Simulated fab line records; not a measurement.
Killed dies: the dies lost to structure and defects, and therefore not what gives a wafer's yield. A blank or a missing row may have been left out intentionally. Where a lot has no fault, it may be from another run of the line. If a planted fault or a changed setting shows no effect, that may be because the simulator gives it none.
8D (eight disciplines) problem report, filled in by code | flow gf180mcu | the parts of the form that need people (team, actions taken, sign-off) are left out

## 1. PROBLEM STATEMENT
At GF_POLY_GATE_CD_MEAS_10, cd nm averages 287.3 nm over 6 wafers from 2 lots, while fault-free wafers read 280.0 nm, standard deviation 0.92. That puts it +8.0 standard deviations away from the usual mean.
The step: target cd 280 nm.
First observed at day 13 17:40: wafer L840.1, on cd sem-01. At this step, 42 wafers from 14 lots have a number in the record. Rule for "out" (also "out of limits"): further than 4 standard deviations from the usual mean. All remaining wafers that have a number are taken as sound.

## 2. WHAT IT IS; WHAT IT IS NOT
question                    | is                     | is not
which readings at this step | cd nm                  | -
which lots                  | L840, L841             | L824, L825, L826, L827, L828, L829, L832, L833, L834, L835, L836, L837
which wafers of those lots  | all that have a number | -
read on which gauges        | cd sem-01, cd sem-02   | -
when                        | from day 13 17:40      | up to then (36 sound wafers)

## 3. THE SUSPECTS, EACH WITH WHAT RULES IT OUT
Counting: a tool at a process step up to the reading stays a suspect if it ran every lot that is out and no sound lot after the first of them.
- the gauge at GF_POLY_GATE_CD_MEAS_10: ruled out. The wafers that are out were read on 2 gauges (cd sem-01, cd sem-02).
- litho track-04 at GF_POLY_GATE_PEB_08 (peb time 90 s): kept. Every lot that is out went through it, starting with L840 (day 13 17:19), and after that it ran no sound lot; the last sound lot it ran before then is L837 (day 12 20:16). On those wafers its own readings are out: heater power total W, plate temp C.
Remaining after the count: litho track-04 at GF_POLY_GATE_PEB_08.

## 4. THE CAUSE (what the simulator had put in)
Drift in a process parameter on litho track-04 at GF_POLY_GATE_PEB_08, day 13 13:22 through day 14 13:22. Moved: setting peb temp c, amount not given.
Only this tool survived the counting.

## 5. THE CHAIN OF EFFECTS, in route order
One row per reading whose mean, taken over the struck wafers that have a number, lies over 3 standard deviations from the usual. Readings are gone through only where the record gives a usual standard deviation; hours: the median, over the lots, of the time from a lot's start at the first step in this table giving one to that lot's start at this step; sigmas: the change measured in usual standard deviations.
hours | step                    | reading              | usual    | on struck wafers | change | sigmas
0     | GF_POLY_GATE_PEB_08     | heater power total W | 85.69 W  | 83.47            | -2.22  | -27
0     | GF_POLY_GATE_PEB_08     | plate temp C         | 135.04 C | 132.39           | -2.65  | -19
0     | GF_POLY_GATE_CD_MEAS_10 | cd nm                | 280.0 nm | 287.3            | +7.3   | +8.0
Here are the process steps it includes:
- GF_POLY_GATE_PEB_08: peb time 90 s.
Later steps that measure or inspect, where all struck wafers having a row at the step show a number for every such reading and not one has moved that far: GF_POLY_GATE_OVL_MEAS_11, GF_HV_LDD_TW_MEAS_23.

## 6. HOW IT WOULD HAVE BEEN CAUGHT EARLIER
4 hours passed between the start of the fault at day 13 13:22 and the first reading out of limits at a measuring or inspecting step in this record, taken at day 13 17:40.
At GF_POLY_GATE_PEB_08, the tool's own readings (heater power total W, plate temp C) were out on each struck wafer the step has a row for, so an alarm limit on them would have fired on the first such wafer.
Among the 2 lots that are out, L841 began GF_POLY_GATE_PEB_08 on litho track-04 after day 13 17:40. It would have been spared by a hold on the tool at that moment.
